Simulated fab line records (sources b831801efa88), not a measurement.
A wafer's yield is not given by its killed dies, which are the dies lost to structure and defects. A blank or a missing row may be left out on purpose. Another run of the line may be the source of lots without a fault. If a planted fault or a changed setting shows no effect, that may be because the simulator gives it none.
fab line records	flow sky130
[record] lots = 11	wafers = 33	lastDay = 50
route steps=708 shown NWELL@81 VT_ADJUST_HVTP@95 VT_ADJUST_NCORE@128 PAD_OPEN@708
lots that met no fault: taken from a fault-free run of the same line
startH: hours from the record's first day to the start of the lot's first wafer shown	waitH: hours elapsed since this lot's preceding step	" the same as in the row above	L1.1+2: one row covering several wafers at once	- no value present, or no start provided	* or withheld: withheld	< > ~ a bound
route shown NAME@n: a module of which the file shows steps, and the number in the route of the first	usual: mean/standard deviation of fault-free wafers	same: alike in all rows	chamber/n: place in a boat	sites: each site's reading	_std_site: how widely they spread, as a standard deviation	_edge_site: mean of outer sites minus mean of inner sites	radiusMm: how far each site lies from the wafer's centre	mask NAME#n: copy n	behind: the last tool/chamber to shape the wafer	hold: reason for holding the lot/hours on hold/outcome of the hold	device: transistor that didn't switch, given as n, p or np	end of line: tests run on the same wafers once the route is complete	a step with no rows: only its recipe	killed: dies that structure and defects cost at the first sort, which is not the same as the wafer's yield	map: dies across one wafer; x = killed, . = not, _ = none there
set.NAME: the setting the step ran with; set.NAME@STEP: the setting that earlier step ran with	model.NAME: the simulator's own value behind a step, which no gauge read
route steps across a sampled set of lots; one table per step, one row per wafer
services: when a tool's chamber went out of use (startH, in hours from the record's first day, below 0 if earlier), for how many hours, and the reason
[[steps]]
[step SKY_NWELL_RTA_28]
[recipe] tempC = 1050	timeS = 30	idleTempC = 650	rampUpCPerS = 150	rampDownCPerS = 90	ambient = N2
[usual] lampPowerPct = 25.30/0.047	rampUpCPerS = 150.00/0.028	wafer_temp_C_max = 1054.9/0.93
lot.wafer	tool	chamber	startH	waitH	lampPowerPct	rampUpCPerS	wafer_temp_C_max
L375.3	rtpAnneal-02	0	114.47	0.0	25.35	150.00	1056.7
L375.4	"	0	"	"	25.26	150.02	1053.8
L375.6	"	0	"	"	25.25	149.99	1054.6
L376.4	rtpAnneal-01	0	121.90	0.1	25.35	149.98	1054.8
L376.5	"	0	"	"	25.27	150.00	1055.6
L376.6	"	0	"	"	25.30	149.97	1052.7
L378.2	rtpAnneal-01	0	135.17	0.0	25.40	150.02	1054.9
L378.4	"	0	"	"	25.25	149.99	1056.6
L378.6	"	0	"	"	25.27	149.98	1056.0
L379.3	rtpAnneal-01	0	143.99	0.0	25.36	150.03	1053.8
L379.4	"	0	"	"	25.30	150.01	1055.3
L379.5	"	0	"	"	25.36	150.04	1055.6
L380.1	rtpAnneal-02	0	151.13	0.0	25.31	150.02	1054.2
L380.4	"	0	"	"	25.29	149.99	1056.0
L380.5	"	0	"	"	25.32	149.97	1055.3
L381.1	rtpAnneal-01	0	155.29	0.0	25.32	149.99	1054.8
L381.2	"	0	"	"	25.28	149.93	1055.2
L381.3	"	0	"	"	25.30	149.99	1054.0
L384.2	rtpAnneal-02	0	173.70	0.0	25.22	149.94	1055.6
L384.4	"	0	"	"	25.35	150.01	1054.3
L384.6	"	0	"	"	25.30	150.00	1054.0
L385.2	rtpAnneal-01	0	177.00	0.0	25.41	150.00	1053.3
L385.4	"	0	"	"	25.29	149.99	1055.1
L385.6	"	0	"	"	25.35	150.02	1054.3
L394.1	rtpAnneal-01	0	235.63	0.0	25.31	150.01	1055.1
L394.3	"	0	"	"	25.37	150.01	1054.7
L394.6	"	0	"	"	25.31	150.03	1053.6
L395.2	rtpAnneal-02	0	239.05	0.0	25.23	150.00	1054.6
L395.5	"	0	"	"	25.36	149.98	1054.2
L395.6	"	0	"	"	25.23	150.02	1053.2
L396.2	rtpAnneal-02	0	242.72	0.0	25.29	150.00	1055.1
L396.3	"	0	"	"	25.36	149.99	1056.4
L396.5	"	0	"	"	25.39	149.98	1053.1
[step SKY_VT_ADJUST_HVTP_STRIP_10]
[recipe] chemistry = O2/N2	powerW = 1400	pressureMtorr = 1500	platenTempC = withheld	o2FlowSccm = 3000	n2FlowSccm = 300	overashFraction = 0.5
[usual] drypumpMotorCurrentA = 5.7/0.35	n2FlowSccm = 300.0/0.89	oesProductAu = 0.715/0.0044	stripTimeToEndpointS = 14.27/0.031
lot.wafer	tool	chamber	startH	waitH	drypumpMotorCurrentA	n2FlowSccm	oesProductAu	rfHoursCounterH	stripTimeToEndpointS
L375.3	plasmaAsher-01	0	133.97	0.1	6.2	299.5	0.715	-	14.27
L375.4	"	1	"	"	5.9	300.6	0.713	-	14.28
L375.6	"	0	"	"	6.2	300.0	0.712	-	14.27
L376.4	plasmaAsher-01	0	141.17	0.1	6.2	299.8	0.716	-	14.24
L376.5	"	0	"	"	6.2	300.3	0.718	-	14.22
L376.6	"	1	"	"	5.9	298.6	0.721	-	14.27
L378.2	plasmaAsher-01	0	155.41	0.1	6.2	302.3	0.719	46	14.27
L378.4	"	1	"	"	5.9	298.1	0.709	-	14.26
L378.6	"	1	"	"	5.9	298.4	0.714	-	14.24
L379.3	plasmaAsher-04	1	164.94	0.1	5.1	299.8	0.714	-	14.26
L379.4	"	0	"	"	5.6	300.8	0.716	-	14.29
L379.5	"	1	"	"	5.1	300.5	0.723	-	14.28
L380.1	plasmaAsher-03	1	173.21	0.1	5.6	300.0	0.715	5	14.28
L380.4	"	0	"	"	5.5	301.2	0.710	-	14.27
L380.5	"	1	"	"	5.6	300.8	0.711	-	14.30
L381.1	plasmaAsher-01	1	176.84	0.1	5.9	300.9	0.712	48	14.29
L381.2	"	0	"	"	6.2	300.0	0.722	48	14.25
L381.3	"	1	"	"	5.9	301.3	0.721	-	14.27
L384.2	plasmaAsher-04	0	195.04	0.1	5.6	299.5	0.716	50	14.29
L384.4	"	1	"	"	5.2	300.8	0.711	-	14.29
L384.6	"	0	"	"	5.6	299.3	0.717	-	14.28
L385.2	plasmaAsher-01	1	198.34	0.1	5.9	299.3	0.718	51	14.27
L385.4	"	1	"	"	5.9	299.1	0.714	-	14.27
L385.6	"	1	"	"	5.9	298.4	0.708	-	14.27
L394.1	plasmaAsher-04	1	259.16	0.1	5.1	299.6	0.718	56	14.26
L394.3	"	0	"	"	5.6	301.1	0.705	-	14.25
L394.6	"	1	"	"	5.2	301.1	0.723	-	14.25
L395.2	plasmaAsher-01	1	263.19	0.1	5.9	301.2	0.709	57	14.24
L395.5	"	0	"	"	6.2	299.9	0.718	-	14.25
L395.6	"	1	"	"	5.9	300.1	0.714	-	14.26
L396.2	plasmaAsher-03	0	266.24	0.1	5.5	300.2	0.720	15	14.23
L396.3	"	1	"	"	5.6	300.4	0.717	-	14.21
L396.5	"	1	"	"	5.6	300.4	0.712	-	14.24
[step SKY_VT_ADJUST_NCORE_IMPLANT_09]
[recipe] species = B	energyKev = 10	doseCm2 = 2.4e+12	tiltDeg = withheld
[usual] beamEnergyKeV = 10.000/0.0029
lot.wafer	tool	chamber	startH	waitH	beamEnergyKeV
L375.3	implanter-02	0	196.49	0.1	9.9949
L375.4	"	0	"	"	9.9943
L375.6	"	0	"	"	9.9993
L376.4	implanter-01	0	204.16	0.1	10.007
L376.5	"	0	"	"	10.000
L376.6	"	0	"	"	10.003
L378.2	implanter-02	0	220.08	0.0	9.9985
L378.4	"	0	"	"	10.004
L378.6	"	0	"	"	10.005
L379.3	implanter-01	0	231.61	0.1	10.004
L379.4	"	0	"	"	10.003
L379.5	"	0	"	"	10.002
L380.1	implanter-03	0	240.19	0.0	10.001
L380.4	"	0	"	"	9.9986
L380.5	"	0	"	"	9.9997
L381.1	implanter-02	0	243.64	0.0	9.9971
L381.2	"	0	"	"	10.001
L381.3	"	0	"	"	9.9991
L384.2	implanter-01	0	264.56	0.0	9.9979
L384.4	"	0	"	"	10.001
L384.6	"	0	"	"	9.9996
L385.2	implanter-03	0	267.67	0.0	10.005
L385.4	"	0	"	"	9.9979
L385.6	"	0	"	"	10.001
L394.1	implanter-02	0	332.06	0.0	12.556
L394.3	"	0	"	"	12.558
L394.6	"	0	"	"	12.550
L395.2	implanter-02	0	340.01	0.0	12.560
L395.5	"	0	"	"	12.556
L395.6	"	0	"	"	12.556
L396.2	implanter-01	0	343.24	0.0	10.002
L396.3	"	0	"	"	10.007
L396.5	"	0	"	"	10.005
[step SKY_VT_ADJUST_NCORE_STRIP_10]
[recipe] chemistry = O2/N2	powerW = 1400	pressureMtorr = 1500	platenTempC = withheld	o2FlowSccm = 3000	n2FlowSccm = 300	overashFraction = 0.5
[usual] drypumpMotorCurrentA = 5.87/0.3	n2FlowSccm = 300.0/0.96	oesProductAu = 0.716/0.0044	stripTimeToEndpointS = 14.17/0.042
lot.wafer	tool	chamber	startH	waitH	drypumpMotorCurrentA	n2FlowSccm	oesProductAu	rfHoursCounterH	stripTimeToEndpointS
L375.3	plasmaAsher-02	1	196.62	0.1	5.73	300.6	0.719	-	14.15
L375.4	"	0	"	"	6.01	299.1	0.708	-	14.16
L375.6	"	0	"	"	6.05	300.1	0.709	-	14.12
L376.4	plasmaAsher-04	0	204.27	0.1	5.62	299.9	0.718	-	14.21
L376.5	"	1	"	"	5.16	301.4	0.718	-	14.14
L376.6	"	0	"	"	5.58	299.9	0.719	-	14.16
L378.2	plasmaAsher-01	0	220.21	0.1	6.22	299.1	0.717	53	14.14
L378.4	"	1	"	"	5.96	300.9	0.716	-	14.08
L378.6	"	1	"	"	5.94	302.5	0.712	-	14.13
L379.3	plasmaAsher-04	1	231.74	0.1	5.11	300.3	0.714	-	14.22
L379.4	"	0	"	"	5.56	299.8	0.712	-	14.19
L379.5	"	1	"	"	5.16	301.8	0.714	-	14.24
L380.1	plasmaAsher-02	1	240.34	0.1	5.72	299.5	0.719	43	14.14
L380.4	"	1	"	"	5.72	299.6	0.712	-	14.17
L380.5	"	1	"	"	5.71	299.3	0.712	-	14.12
L381.1	plasmaAsher-02	1	243.79	0.1	5.74	299.2	0.722	43	14.16
L381.2	"	0	"	"	6.00	301.7	0.719	43	14.14
L381.3	"	1	"	"	5.75	299.3	0.718	-	14.10
L384.2	plasmaAsher-01	1	264.69	0.1	5.88	300.2	0.714	57	14.20
L384.4	"	0	"	"	6.24	300.7	0.726	-	14.20
L384.6	"	1	"	"	5.89	301.9	0.724	-	14.17
L385.2	plasmaAsher-02	1	267.80	0.1	5.74	300.1	0.710	46	14.24
L385.4	"	0	"	"	6.00	299.2	0.721	-	14.21
L385.6	"	1	"	"	5.72	300.2	0.718	-	14.20
L394.1	plasmaAsher-01	1	332.21	0.1	5.90	299.9	0.714	66	14.11
L394.3	"	1	"	"	5.90	299.7	0.717	-	14.14
L394.6	"	0	"	"	6.23	300.4	0.718	-	14.17
L395.2	plasmaAsher-04	0	340.14	0.1	5.60	301.0	0.711	62	14.11
L395.5	"	0	"	"	5.59	300.8	0.716	-	14.12
L395.6	"	1	"	"	5.13	299.0	0.710	-	14.11
L396.2	plasmaAsher-02	0	343.36	0.1	5.98	300.1	0.715	55	14.14
L396.3	"	1	"	"	5.72	299.1	0.715	-	14.14
L396.5	"	0	"	"	5.98	299.7	0.715	-	14.11
[step SKY_VT_ADJUST_NCORE_TW_MEAS_11]
[usual] VT_ADJUST_NCORE_TW = 218.7/1.3
lot.wafer	tool	chamber	startH	waitH	VT_ADJUST_NCORE_TW
L375.3	filmMetro-03	-	196.71	0.1	217.6
L375.4	"	-	"	"	218.9
L375.6	"	-	"	"	218.8
L376.4	filmMetro-03	-	204.37	0.1	216.9
L376.5	"	-	"	"	218.8
L376.6	"	-	"	"	218.7
L378.2	filmMetro-04	-	220.32	0.1	218.1
L378.4	"	-	"	"	218.0
L378.6	"	-	"	"	217.7
L379.3	filmMetro-01	-	231.83	0.1	220.8
L379.4	"	-	"	"	219.7
L379.5	"	-	"	"	219.5
L380.1	filmMetro-01	-	240.44	0.1	220.9
L380.4	"	-	"	"	221.4
L380.5	"	-	"	"	221.2
L381.1	filmMetro-01	-	243.89	0.1	221.9
L381.2	"	-	"	"	220.8
L381.3	"	-	"	"	220.8
L384.2	filmMetro-04	-	264.80	0.1	217.9
L384.4	"	-	"	"	218.8
L384.6	"	-	"	"	218.2
L385.2	filmMetro-03	-	267.91	0.1	217.8
L385.4	"	-	"	"	218.1
L385.6	"	-	"	"	218.2
L394.1	filmMetro-01	-	332.31	0.1	231.0
L394.3	"	-	"	"	230.4
L394.6	"	-	"	"	231.0
L395.2	filmMetro-03	-	340.25	0.1	230.2
L395.5	"	-	"	"	230.4
L395.6	"	-	"	"	231.2
L396.2	filmMetro-03	-	343.47	0.1	219.6
L396.3	"	-	"	"	218.4
L396.5	"	-	"	"	217.6
[step SKY_PAD_OPEN_PROBE_99]
[usual] killed_at_M0_to_M3 = 43/6.6	killed_at_M4_up = 2.9/1.8	killedAtContacts = 25/5.3	killedAtFrontEnd = 15/4.1	killedAtOther = 0.3/0.6	killedDies = 86/8.8	killedOpen = 47/6.7	killedShort = 39/6.2
[same] grossDies = 492	killedAtBackSide = 0
lot.wafer	tool	chamber	startH	waitH	killed_at_M0_to_M3	killed_at_M4_up	killedAtContacts	killedAtFrontEnd	killedAtOther	killedDies	killedOpen	killedShort
L375.3	prober-01	-	1092.40	0.2	41	1	31	17	1	91	45	46
L375.4	prober-01	-	1092.45	0.2	41	1	18	16	0	76	38	38
L375.6	prober-01	-	1092.55	0.2	50	3	13	14	1	81	39	42
L376.4	prober-02	-	1094.95	0.2	30	2	27	17	1	77	36	40
L376.5	prober-02	-	1095.00	0.2	44	3	19	18	1	85	43	42
L376.6	prober-02	-	1095.05	0.2	33	4	28	14	1	80	47	33
L379.3	prober-01	-	1120.31	0.2	56	3	23	18	0	100	45	55
L379.4	prober-01	-	1120.36	0.2	43	3	32	11	1	90	52	38
L379.5	prober-01	-	1120.41	0.2	37	4	26	16	0	83	51	32
L385.2	prober-02	-	1146.67	0.1	38	1	41	20	0	100	58	42
L385.4	prober-02	-	1146.77	0.2	53	3	29	22	1	108	50	57
L385.6	prober-02	-	1146.87	0.2	54	3	16	24	1	98	49	48
L394.1	prober-01	-	1199.09	0.1	45	4	24	20	1	94	55	38
L394.3	prober-01	-	1199.19	0.2	52	4	22	17	0	95	50	45
L394.6	prober-01	-	1199.34	0.2	42	0	30	14	1	87	54	32
L395.2	prober-02	-	1200.68	0.1	43	3	26	10	0	82	45	37
L395.5	prober-02	-	1200.83	0.2	44	3	27	14	0	88	43	45
L395.6	prober-02	-	1200.88	0.2	44	1	22	19	0	86	49	37
// killed by level:class
L375.3 LI_CONTACT:geometricParticle:open=10 VIA1:geometricParticle:open=8 METAL1:geometricParticle:short=8 CONTACT:geometricParticle:short=7 LI_CONTACT:geometricParticle:short=5 CONTACT:geometricParticle:open=5 METAL2:geometricParticle:short=5 VIA2:geometricParticle:open=5
L375.4 CONTACT:geometricParticle:open=9 VIA3:geometricParticle:open=7 VIA2:geometricParticle:open=6 METAL2:geometricParticle:short=5 POLY_GATE:geometricParticle:open=4 LI_CONTACT:geometricParticle:short=4 METAL1:geometricParticle:short=4 VIA1:geometricParticle:short=4
L375.6 VIA1:geometricParticle:open=10 VIA2:geometricParticle:open=8 VIA2:geometricParticle:short=8 METAL2:geometricParticle:short=5 VIA3:geometricParticle:open=5 LOCAL_INTERCONNECT:geometricParticle:short=4 CONTACT:geometricParticle:open=4 METAL1:geometricParticle:short=4
L376.4 CONTACT:geometricParticle:open=12 VIA1:geometricParticle:open=7 FIELD_ISO:geometricParticle:short=6 POLY_GATE:geometricParticle:short=6 LI_CONTACT:geometricParticle:open=6 CONTACT:geometricParticle:short=4 VIA1:geometricParticle:short=4 METAL2:geometricParticle:short=4
L376.5 VIA1:geometricParticle:open=10 FIELD_ISO:geometricParticle:short=6 CONTACT:geometricParticle:open=6 VIA2:geometricParticle:open=6 LOCAL_INTERCONNECT:geometricParticle:short=5 VIA3:geometricParticle:open=4 POLY_GATE:geometricParticle:short=4 LI_CONTACT:geometricParticle:open=4
L376.6 LI_CONTACT:geometricParticle:open=12 CONTACT:geometricParticle:open=9 METAL2:geometricParticle:short=6 VIA2:geometricParticle:open=5 VIA3:geometricParticle:short=5 POLY_GATE:geometricParticle:open=4 METAL1:geometricParticle:open=4 FIELD_ISO:geometricParticle:short=3
L379.3 VIA1:geometricParticle:open=13 CONTACT:geometricParticle:open=11 METAL1:geometricParticle:short=11 POLY_GATE:geometricParticle:short=6 LOCAL_INTERCONNECT:geometricParticle:short=5 VIA1:geometricParticle:short=5 VIA2:geometricParticle:open=5 VIA3:geometricParticle:short=5
L379.4 VIA1:geometricParticle:open=13 LI_CONTACT:geometricParticle:open=11 VIA2:geometricParticle:open=8 CONTACT:geometricParticle:open=8 LOCAL_INTERCONNECT:geometricParticle:short=6 METAL1:geometricParticle:short=5 METAL2:geometricParticle:short=5 POLY_GATE:geometricParticle:short=4
L379.5 CONTACT:geometricParticle:open=11 VIA1:geometricParticle:open=9 VIA2:geometricParticle:open=7 POLY_GATE:geometricParticle:open=6 LI_CONTACT:geometricParticle:open=6 METAL1:geometricParticle:short=5 LOCAL_INTERCONNECT:geometricParticle:short=5 CONTACT:geometricParticle:short=4
L385.2 LI_CONTACT:geometricParticle:open=17 VIA1:geometricParticle:open=8 CONTACT:geometricParticle:open=8 VIA2:geometricParticle:open=7 FIELD_ISO:geometricParticle:short=6 CONTACT:geometricParticle:short=6 VIA2:geometricParticle:short=6 VIA3:geometricParticle:open=5
L385.4 VIA1:geometricParticle:open=13 METAL1:geometricParticle:short=12 CONTACT:geometricParticle:open=10 CONTACT:geometricParticle:short=7 METAL2:geometricParticle:short=7 POLY_GATE:geometricParticle:short=6 POLY_GATE:geometricParticle:open=6 FIELD_ISO:geometricParticle:open=5
L385.6 VIA1:geometricParticle:open=13 METAL1:geometricParticle:short=10 METAL2:geometricParticle:short=9 CONTACT:geometricParticle:open=8 VIA2:geometricParticle:open=8 POLY_GATE:geometricParticle:short=7 FIELD_ISO:geometricParticle:short=4 VIA3:geometricParticle:open=4
L394.1 VIA1:geometricParticle:open=13 VIA3:geometricParticle:open=10 CONTACT:geometricParticle:open=9 VIA2:geometricParticle:open=9 LOCAL_INTERCONNECT:geometricParticle:short=6 POLY_GATE:geometricParticle:open=5 CONTACT:geometricParticle:short=5 METAL1:geometricParticle:short=5
L394.3 VIA1:geometricParticle:open=12 VIA2:geometricParticle:open=9 VIA3:geometricParticle:open=8 FIELD_ISO:geometricParticle:short=6 LOCAL_INTERCONNECT:geometricParticle:short=6 CONTACT:geometricParticle:open=6 METAL2:geometricParticle:short=6 METAL1:geometricParticle:short=5
L394.6 VIA1:geometricParticle:open=14 CONTACT:geometricParticle:open=9 LI_CONTACT:geometricParticle:open=8 LOCAL_INTERCONNECT:geometricParticle:short=7 VIA3:geometricParticle:open=7 VIA2:geometricParticle:open=6 CONTACT:geometricParticle:short=5 FIELD_ISO:geometricParticle:short=3
L395.2 VIA2:geometricParticle:open=9 CONTACT:geometricParticle:open=7 VIA3:geometricParticle:open=7 VIA1:geometricParticle:open=6 VIA1:geometricParticle:short=6 LI_CONTACT:geometricParticle:open=5 CONTACT:geometricParticle:short=5 FIELD_ISO:geometricParticle:open=4
L395.5 CONTACT:geometricParticle:open=12 VIA1:geometricParticle:open=12 FIELD_ISO:geometricParticle:short=6 METAL1:geometricParticle:short=6 POLY_GATE:geometricParticle:short=4 LI_CONTACT:geometricParticle:short=4 VIA2:geometricParticle:open=4 METAL2:geometricParticle:short=4
L395.6 CONTACT:geometricParticle:open=12 VIA1:geometricParticle:open=11 POLY_GATE:geometricParticle:open=6 LI_CONTACT:geometricParticle:open=6 METAL1:geometricParticle:short=6 VIA2:geometricParticle:open=6 METAL2:geometricParticle:short=6 FIELD_ISO:geometricParticle:short=4
[[services]]
tool	chamber	startH	hours	kind
implanter-02	-	104.66	2.0	repair
implanter-02	-	106.14	1.4	repair
plasmaAsher-03	-	108.75	9.0	pm
plasmaAsher-02	-	118.42	2.8	pm
implanter-02	-	133.57	4.5	repair
implanter-01	-	153.36	3.4	pm
implanter-03	-	153.86	6.8	repair
implanter-01	-	178.65	1.5	repair
plasmaAsher-01	-	182.93	1.9	repair
plasmaAsher-04	-	185.72	7.8	repair
plasmaAsher-03	-	209.46	1.9	repair
plasmaAsher-04	-	230.33	0.5	repair
implanter-03	-	246.40	3.8	pm
implanter-03	-	254.69	5.1	pm
plasmaAsher-04	-	263.95	2.2	repair
plasmaAsher-04	-	265.72	11.3	repair
plasmaAsher-03	-	291.60	52.8	repair
plasmaAsher-04	-	296.36	1.9	repair
plasmaAsher-04	-	303.28	8.2	repair
implanter-02	-	306.82	3.0	repair
implanter-02	-	316.51	4.7	repair
implanter-01	-	319.02	2.4	repair
implanter-02	-	321.23	3.6	pm
plasmaAsher-01	-	342.54	4.0	pm
[[key]]
[firstSign] step = SKY_VT_ADJUST_NCORE_IMPLANT_09	reading = beamEnergyKeV	direction = up	sigmas = 99+	usual = *	struck = *
[effect] step = SKY_VT_ADJUST_NCORE_TW_MEAS_11	reading = VT_ADJUST_NCORE_TW	direction = up	sigmas = 9	usual = 218.7	struck = 230.7
metAt SKY_VT_ADJUST_NCORE_IMPLANT_09
struckLots L394,L395
testerLeftOut L394,L395
notActingAt SKY_NWELL_RTA_28,SKY_VT_ADJUST_HVTP_STRIP_10,SKY_VT_ADJUST_NCORE_STRIP_10
onsetBetween 243.64 332.06
[fault] kind = processParameterDrift	tool = implanter-02	chamber = -	onsetH = 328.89	steps = SKY_VT_ADJUST_NCORE_IMPLANT_09	channel = energyKev	offset = *	shape = step	endH = 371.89	actsIn = *	stated = *
// testerLeftOut: of these lots the tester's yield and bins aren't shown, on N5 and GAA mostly nor the transistor test; their killed dies are dies lost to structure and defects alone, not to doping, threshold or leakage, so they don't give the yield
